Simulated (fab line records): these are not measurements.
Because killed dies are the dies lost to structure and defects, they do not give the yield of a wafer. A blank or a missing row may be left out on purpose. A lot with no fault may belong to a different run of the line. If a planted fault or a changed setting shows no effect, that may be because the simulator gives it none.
A lot that was struck, set against a sound lot + flow sky130 + 18 out of 708 route steps
Sound: the wafers L421.2, L421.4, L421.5. Wafers struck: L431.2, L431.5, L431.6. The cause comes at the end.
Per side, at each step with rows, come the tool, then ch with its chambers, and then its first start. Under that, the readings that differ: sound wafers + struck wafers + difference of the means + sigmas: that difference in standard deviations of wafers without a fault.
alike: words and numbers the same on both sides, and readings whose means are apart by under 2 such deviations; not compared: readings that were withheld, readings missing a value for some wafer, numbers with overlapping values and no deviation given by the record, and bounds like >300 which may hide the same value.
A row with sigmas, a row that says differs or no value, or rows on one side alone: a step with any of these is where the two part. Numbers that have no deviation but don't overlap get no sigmas and don't part them. A reading that every wafer of one side lacks parts them only if that side has two wafers or more.

first, 1 step without rows for these wafers: SKY_VT_ADJUST_PCH_IMPLANT_08.
SKY_VT_ADJUST_PCH_STRIP_09: strips in O2/N2.
  sound on plasma asher-01 ch 0,1, day 13 14:43; struck on plasma asher-03 ch 0,1, day 17 01:59
| reading                     | sound       | struck      | difference | sigmas |
|-----------------------------|-------------|-------------|------------|--------|
| drypump motor current A (A) | 5.8 6.6 6.6 | 5.1 5.8 5.1 | -1.0       | -2     |
  alike: oes product au, strip time to endpoint s
  not compared: rf hours counter h
SKY_VT_ADJUST_PCH_TW_MEAS_10:
  struck on film metro-03, day 17 02:06; sound on film metro-01, day 13 14:50
  alike: VT_ADJUST_PCH_TW
then, 7 steps without rows for these wafers: SKY_SONOS_TUNNEL_DEHYDRATE_00 (time 60 s); SKY_SONOS_TUNNEL_HMDS_01 (prime time 60 s); SKY_SONOS_TUNNEL_COAT_02 (resist thk 1140 nm); SKY_SONOS_TUNNEL_SOFTBAKE_03 (time 60 s); SKY_SONOS_TUNNEL_EXPOSE_04 (exposes mask TUNM, target cd 410 nm); SKY_SONOS_TUNNEL_PEB_05; SKY_SONOS_TUNNEL_DEVELOP_06 (develop time 60 s).
SKY_SONOS_TUNNEL_CD_MEAS_07 targets a cd of 410 nm.
  struck on cd sem-01, day 18 08:52; sound on cd sem-02, day 14 17:49
  alike: cd nm
SKY_SONOS_TUNNEL_OVL_MEAS_08:
  struck on overlay-01, day 18 08:59; sound on overlay-02, day 14 17:56
  alike: SONOS_TUNNEL_OVL
SKY_SONOS_TUNNEL_IMPLANT_09:
  sound on implanter-01 ch 0, day 14 17:59; struck on implanter-02 ch 0, day 18 09:02
| reading            | sound                        | struck                        | difference | sigmas      |
|--------------------|------------------------------|-------------------------------|------------|-------------|
| dose ions cm2      | 9.99e+11 9.996e+11 9.996e+11 | 4.179e+11 4.193e+11 4.193e+11 | -5.806e+11 | -99 or more |
| faraday current uA | 5.80 5.62 5.70               | 2.37 2.34 2.41                | -3.33      | -30         |
then, 2 steps without rows for these wafers: SKY_SONOS_TUNNEL_WET_ETCH_10 (etches SiO2 in dHF, target depth 14 nm, time 280 s); SKY_SONOS_TUNNEL_STRIP_11 (strips in SPM, time 600 s).
SKY_SONOS_TUNNEL_TW_MEAS_12:
  struck on film metro-02, day 18 09:26; sound on film metro-01, day 14 18:23
| reading         | sound             | struck            | difference | sigmas |
|-----------------|-------------------|-------------------|------------|--------|
| SONOS_TUNNEL_TW | 196.2 196.8 196.2 | 156.6 156.4 156.5 | -39.9      | -25    |
then, 1 step without rows for these wafers: SKY_SONOS_TUNNEL_CLEAN_13 (cleans in dHF, time 20 s).
-- record jumps: 33 days separate the struck wafers' starts on either side; left off in module SONOS_TUNNEL, taken up again in module PAD_OPEN, whose first shown step is the route's number 708 --
SKY_PAD_OPEN_PROBE_99:
  struck on prober-02, day 51 08:43; sound on prober-02, day 49 17:32
| reading                                     | sound                   | struck                  | difference | sigmas |
|---------------------------------------------|-------------------------|-------------------------|------------|--------|
| killed short                                | 35 34 33                | 52 43 52                | +15        | +2     |
| model.etest.sonos uncharged.r on ohm um     | 810.4 812 807.3         | 782.8 789.6 780.7       | -25.5      |        |
| model.etest.sonos programmed.off log10 a um | -14.06 -14.09 -14.02    | -13.01 -12.65 -13       | +1.17      |        |
| model.etest.sonos programmed.vt v (V)       | 1.488 1.45 1.418        | 1.312 1.261 1.303       | -0.160     |        |
| model.etest.sonos baked.vt v (V)            | 1.03 0.9194 0.9479      | 0.8459 0.7997 0.8127    | -0.1463    |        |
| model.etest.sonos uncharged.vt v (V)        | -0.4319 -0.4277 -0.4444 | -0.5803 -0.5648 -0.5758 | -0.1390    |        |
  alike: killed_at_M0_to_M3, killed_at_M4_up, killed at contacts, killed at front end, killed at other, killed dies, killed open
  not compared: model.etest.tip sonos.rs ohm sq, model.etest.sonos erased.vt v

## WHERE THEY PART
Last at SKY_PAD_OPEN_PROBE_99 as far as this record goes, first at SKY_VT_ADJUST_PCH_STRIP_09.

WHY: what the simulator had put in
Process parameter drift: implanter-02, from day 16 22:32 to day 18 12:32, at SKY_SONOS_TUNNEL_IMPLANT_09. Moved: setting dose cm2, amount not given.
